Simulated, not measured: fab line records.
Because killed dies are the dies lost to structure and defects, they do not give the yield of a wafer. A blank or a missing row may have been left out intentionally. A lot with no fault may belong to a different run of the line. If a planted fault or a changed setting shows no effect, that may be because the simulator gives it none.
What tool caused it?	flow sky130	Sampling: 6 lots, 18 wafers, 4 of 708 route steps

WHAT THE GAUGES READ, wafer by wafer
SKY_VT_ADJUST_HVTR_OVL_MEAS_08.
lot	measured	on	VT_ADJUST_HVTR_OVL (nm)
L129	day 9 22:19	overlay-01	1.1 1.1 0.4
L132	day 10 23:35	overlay-02	-2.7 -0.4 -1.0
L135	day 11 21:01	overlay-01	-2.8 -2.6 -2.8
L138	day 12 17:38	overlay-02	-0.9 -1.1 -1.3
L147	day 15 14:46	overlay-01	-190.8 -190.5 -192.2
L149	day 16 05:49	overlay-01	-193.4 -193.5 -195.2

EACH LOT AND THE TOOL THAT RAN IT (in order: tool; ch and the chambers of the sampled wafers; start)
lot	SKY_FIELD_ISO_CMP_27	SKY_NWELL_STRIP_25	SKY_VT_ADJUST_HVTR_EXPOSE_04
L129	cmp-02 ch 0,3, day 2 19:15	plasma-asher-04 ch 0,1, day 5 16:25	iline-stepper-01 ch 0, day 9 11:16
L132	cmp-01 ch 1,3, day 3 10:51	plasma-asher-03 ch 0,1, day 6 13:55	iline-stepper-01 ch 0, day 10 12:00
L135	cmp-02 ch 0,1,2, day 4 02:40	plasma-asher-01 ch 0,1, day 7 06:10	iline-stepper-01 ch 0, day 11 09:23
L138	cmp-01 ch 0,2,3, day 4 19:34	plasma-asher-03 ch 0,1, day 8 00:55	iline-stepper-01 ch 0, day 12 05:53
L147	cmp-01 ch 0,1,3, day 6 17:48	plasma-asher-01 ch 0,1, day 10 09:01	iline-stepper-01 ch 0, day 15 01:43
L149	cmp-01 ch 0,2, day 7 05:33	plasma-asher-03 ch 0,1, day 10 22:01	iline-stepper-01 ch 0, day 15 15:46
- SKY_FIELD_ISO_CMP_27: polishes, stops on Si3N4, t overpolish 16 s, target thk 457.8 nm.
- SKY_NWELL_STRIP_25: strips in O2/N2.
- SKY_VT_ADJUST_HVTR_EXPOSE_04: exposes mask HVTRM, target cd 380 nm.

THE ANSWER, worked out from the rows above alone
Rule: the lots themselves supply what counts as usual. The widest of any qualifying gaps counts: lots, ordered by their means at a reading, are off when they make up no more than a third of the lots, leave a main group of 4 or more, and stand apart from it by 3 or more times the standard deviation of that group's means. Not used: any main group whose means are identical at the precision the tables above print for the reading. Also off: a lot with no number at a reading for which 4 or more lots have one. Any other lot the step has rows for is counted as sound.
Off: L147, L149, seen at SKY_VT_ADJUST_HVTR_OVL_MEAS_08 (VT_ADJUST_HVTR_OVL). Mean -1.1 nm and standard deviation 1.3 in the main group.
If a tool, at a process step before that reading, ran all the lots that are off and no sound lot after the first of them, it fits. Gauges at SKY_VT_ADJUST_HVTR_OVL_MEAS_08: tried the same way as those tools. Can't be told from this: 3 tools fit, cmp-01 at SKY_FIELD_ISO_CMP_27, iline-stepper-01 at SKY_VT_ADJUST_HVTR_EXPOSE_04, overlay-01 at SKY_VT_ADJUST_HVTR_OVL_MEAS_08.

WHAT THE SIMULATOR PUT IN
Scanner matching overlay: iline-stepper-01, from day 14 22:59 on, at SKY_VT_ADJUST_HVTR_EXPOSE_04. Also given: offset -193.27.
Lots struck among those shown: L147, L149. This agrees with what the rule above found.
